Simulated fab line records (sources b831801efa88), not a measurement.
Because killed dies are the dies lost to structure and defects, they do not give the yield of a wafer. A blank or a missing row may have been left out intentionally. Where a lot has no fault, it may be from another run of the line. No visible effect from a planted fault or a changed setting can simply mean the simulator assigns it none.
What tool caused it?    flow sky130    30 wafers from 10 lots sampled at 7 of the route's 708 steps

## WHAT THE GAUGES SHOWED, per wafer
SKY_VIA1_BOW_MEAS_03. Usual: VIA1_BOW typically reads 81 um, with standard deviation 7.2.
lot   measured      on             VIA1_BOW (um)  flag
L232  day 33 00:29  film-metro-04  66 80 89       
L234  day 34 04:10  film-metro-04  95 94 90       
L235  day 34 10:08  film-metro-01  82 83 87       
L237  day 34 19:28  film-metro-03  85 88 74       
L238  day 35 06:04  film-metro-01  72 80 77       
L239  day 35 08:49  film-metro-04  79 84 94       
L241  day 36 05:40  film-metro-03  87 82 75       
L240  day 36 06:13  film-metro-01  82 73 75       
L249  day 38 12:11  film-metro-04  87 81 77       
L250  day 38 14:58  film-metro-03  67 79 79       

SKY_VIA1_RS_MEAS_22: the measuring method here is four-point-probe. Usual: VIA1_W_RS typically reads 0.426 ohm/sq, with standard deviation 0.004.
lot   measured      on             VIA1_W_RS (ohm/sq)  flag
L232  day 34 04:35  film-metro-01  0.425 0.426 0.425   
L234  day 35 08:04  film-metro-01  0.426 0.425 0.432   
L235  day 35 14:51  film-metro-04  0.427 0.421 0.426   
L237  day 35 22:49  film-metro-03  0.424 0.430 0.426   
L238  day 36 09:25  film-metro-01  0.426 0.429 0.426   
L239  day 36 12:47  film-metro-01  0.430 0.425 0.430   
L241  day 37 09:26  film-metro-01  0.422 0.420 0.423   
L240  day 37 09:47  film-metro-04  0.428 0.429 0.431   
L249  day 39 14:52  film-metro-01  0.423 0.360 0.419   OFF
L250  day 39 17:19  film-metro-01  0.429 0.362 0.428   OFF

SKY_VIA1_THK_MEAS_23: measures by xrf. Usual: VIA1_W_THK typically reads 266 nm, with standard deviation 3.4.
lot   measured      on             VIA1_W_THK (nm)  flag
L232  day 34 04:42  film-metro-01  268 263 266      
L234  day 35 08:11  film-metro-01  265 263 259      
L235  day 35 14:58  film-metro-04  265 269 267      
L237  day 35 22:55  film-metro-03  268 265 269      
L238  day 36 09:32  film-metro-01  264 262 265      
L239  day 36 12:54  film-metro-01  263 264 263      
L241  day 37 09:33  film-metro-01  265 270 267      
L240  day 37 09:53  film-metro-04  264 262 260      
L249  day 39 14:59  film-metro-01  265 310 266      OFF
L250  day 39 17:25  film-metro-01  260 304 262      

SKY_METAL2_THK_MEAS_06: measures by xrf. Usual: METAL2_ALCU_THK typically reads 255.9 nm, with standard deviation 3.
lot   measured      on             METAL2_ALCU_THK (nm)  flag
L232  day 34 05:19  film-metro-02  254.0 252.9 255.8     
L234  day 35 08:49  film-metro-03  252.8 252.1 255.2     
L235  day 35 15:35  film-metro-04  258.1 254.8 257.0     
L237  day 35 23:32  film-metro-02  254.8 256.4 256.5     
L238  day 36 10:10  film-metro-02  254.4 257.7 254.4     
L239  day 36 13:31  film-metro-03  249.7 249.5 250.2     
L241  day 37 10:10  film-metro-02  258.3 258.8 257.2     
L240  day 37 10:30  film-metro-04  259.2 259.4 259.7     
L249  day 39 15:36  film-metro-02  258.7 260.5 262.6     
L250  day 39 18:07  film-metro-03  252.3 254.5 254.1     

## WHICH TOOL RAN EACH LOT (tool, then ch and the chambers of the sampled wafers, then the start)
lot   SKY_METAL1_ETCH_18                 SKY_VIA1_CVD_21                SKY_VIA1_CMP_24
L232  rie-metal-01 ch 0,1, day 32 23:15  cvd-w-02 ch 0,1, day 34 04:29  cmp-01 ch 2,3, day 34 04:45
L234  rie-metal-01 ch 0,1, day 34 02:55  cvd-w-02 ch 0,1, day 35 07:59  cmp-02 ch 0,1,2, day 35 08:21
L235  rie-metal-01 ch 0,1, day 34 08:55  cvd-w-02 ch 0, day 35 14:40    cmp-01 ch 0,2, day 35 15:02
L237  rie-metal-04 ch 0,1, day 34 18:13  cvd-w-01 ch 0,1, day 35 22:43  cmp-01 ch 0,1,2, day 35 23:01
L238  rie-metal-04 ch 0,1, day 35 04:52  cvd-w-02 ch 0,1, day 36 09:20  cmp-01 ch 0,3, day 36 09:39
L239  rie-metal-03 ch 0,1, day 35 07:36  cvd-w-02 ch 1, day 36 12:41    cmp-01 ch 1,2,3, day 36 12:58
L241  rie-metal-03 ch 0,1, day 36 04:27  cvd-w-02 ch 0,1, day 37 09:20  cmp-02 ch 2,3, day 37 09:37
L240  rie-metal-01 ch 0,1, day 36 04:58  cvd-w-01 ch 1, day 37 09:40    cmp-01 ch 1,2, day 37 09:59
L249  rie-metal-04 ch 0,1, day 38 10:57  cvd-w-02 ch 0,1, day 39 14:45  cmp-02 ch 0,1, day 39 15:02
L250  rie-metal-04 ch 0,1, day 38 13:34  cvd-w-02 ch 0,1, day 39 17:13  cmp-01 ch 1,2, day 39 17:33
- SKY_METAL1_ETCH_18: etches BARC in N2/H2, stops on SiO2, time 45.9 s, target depth 60 nm.
- SKY_VIA1_CVD_21: deposits W, target thk 270 nm, time 80.902 s.
- SKY_VIA1_CMP_24: polishes, stops on SiO2, t overpolish 15 s, target thk 0 nm.

## WHAT THE TOOLS THEMSELVES READ (means of the sampled wafers that have a number; where no wafer has one, the mark that the record gives instead)
SKY_METAL1_ETCH_18. Usual: bias-w 100.0 W, standard deviation 0.33; drypump-motor-current-A 6.0 A, standard deviation 0.63; oes-product-au 0.855 a.u., standard deviation 0.0045; throttle-valve-pct 13.225 %, standard deviation 0.0086.
lot   tool          bias-w (W)  drypump-motor-current-A (A)  oes-product-au (a.u.)  throttle-valve-pct (%)  flag
L232  rie-metal-01  100.1       5.7                          0.852                  13.217                  
L234  rie-metal-01  100.3       6.1                          0.852                  13.218                  
L235  rie-metal-01  99.9        5.7                          0.853                  13.227                  
L237  rie-metal-04  100.0       6.0                          0.850                  13.231                  
L238  rie-metal-04  99.8        6.2                          0.862                  13.228                  
L239  rie-metal-03  99.7        5.6                          0.853                  13.227                  
L241  rie-metal-03  99.8        5.6                          0.858                  13.223                  
L240  rie-metal-01  100.1       6.1                          0.853                  13.217                  
L249  rie-metal-04  99.8        6.2                          0.854                  13.232                  
L250  rie-metal-04  100.1       6.0                          0.852                  13.224                  

SKY_VIA1_CVD_21. Usual: chamber-pressure-Torr 40.00 Torr, standard deviation 0.081; heater-power-w 879 W, standard deviation 29.
lot   tool      chamber-pressure-Torr (Torr)  heater-power-w (W)  flag
L232  cvd-w-02  40.05                         908                 
L234  cvd-w-02  40.08                         903                 
L235  cvd-w-02  39.92                         900                 
L237  cvd-w-01  39.93                         868                 
L238  cvd-w-02  39.94                         906                 
L239  cvd-w-02  39.95                         900                 
L241  cvd-w-02  40.03                         899                 
L240  cvd-w-01  39.98                         859                 
L249  cvd-w-02  45.15                         862                 OFF
L250  cvd-w-02  44.99                         853                 OFF

SKY_VIA1_CMP_24. Usual: motor-current-A 11.0 A, standard deviation 0.68; platen-rpm 60.00 rpm, standard deviation 0.04; time-to-endpoint-s 66 s, standard deviation 3.2.
lot   tool    motor-current-A (A)  platen-rpm (rpm)  time-to-endpoint-s (s)  flag
L232  cmp-01  11.0                 60.01             68                      
L234  cmp-02  11.3                 60.01             66                      
L235  cmp-01  11.1                 59.99             65                      
L237  cmp-01  11.5                 60.06             67                      
L238  cmp-01  11.1                 60.01             64                      
L239  cmp-01  11.4                 60.01             61                      
L241  cmp-02  11.4                 60.01             68                      
L240  cmp-01  11.1                 60.01             63                      
L249  cmp-02  11.2                 59.96             71                      
L250  cmp-01  11.2                 60.01             66                      

## THE ANSWER, worked out from the rows above alone
Rule: a lot is off if the mean of its wafers that have a number lies more than 3 standard deviations from the usual mean. Also off: a lot with no number at a reading for which 4 or more lots have one. Where the step has rows for the other lots, those lots are counted as sound. Order of review: gauges by route order, followed by the tools' own readings, for which a lot's mean as printed above is used. At the first step where some lot is off, the reading lying furthest off is the one used; lots without a number count as furthest.
Off: L249, L250, at SKY_VIA1_RS_MEAS_22 (VIA1_W_RS).
A tool fits if, at a process step before that reading, it ran every lot that is off, and no sound lot after the first of them. The gauges at SKY_VIA1_RS_MEAS_22 aren't tried: what is off there is off at SKY_VIA1_CVD_21 too, on other tools, and a gauge's error can't cause that. Undecided on this evidence; 2 tools fit (rie-metal-04 at SKY_METAL1_ETCH_18, cvd-w-02 at SKY_VIA1_CVD_21).

## WHAT THE SIMULATOR HAD INSERTED
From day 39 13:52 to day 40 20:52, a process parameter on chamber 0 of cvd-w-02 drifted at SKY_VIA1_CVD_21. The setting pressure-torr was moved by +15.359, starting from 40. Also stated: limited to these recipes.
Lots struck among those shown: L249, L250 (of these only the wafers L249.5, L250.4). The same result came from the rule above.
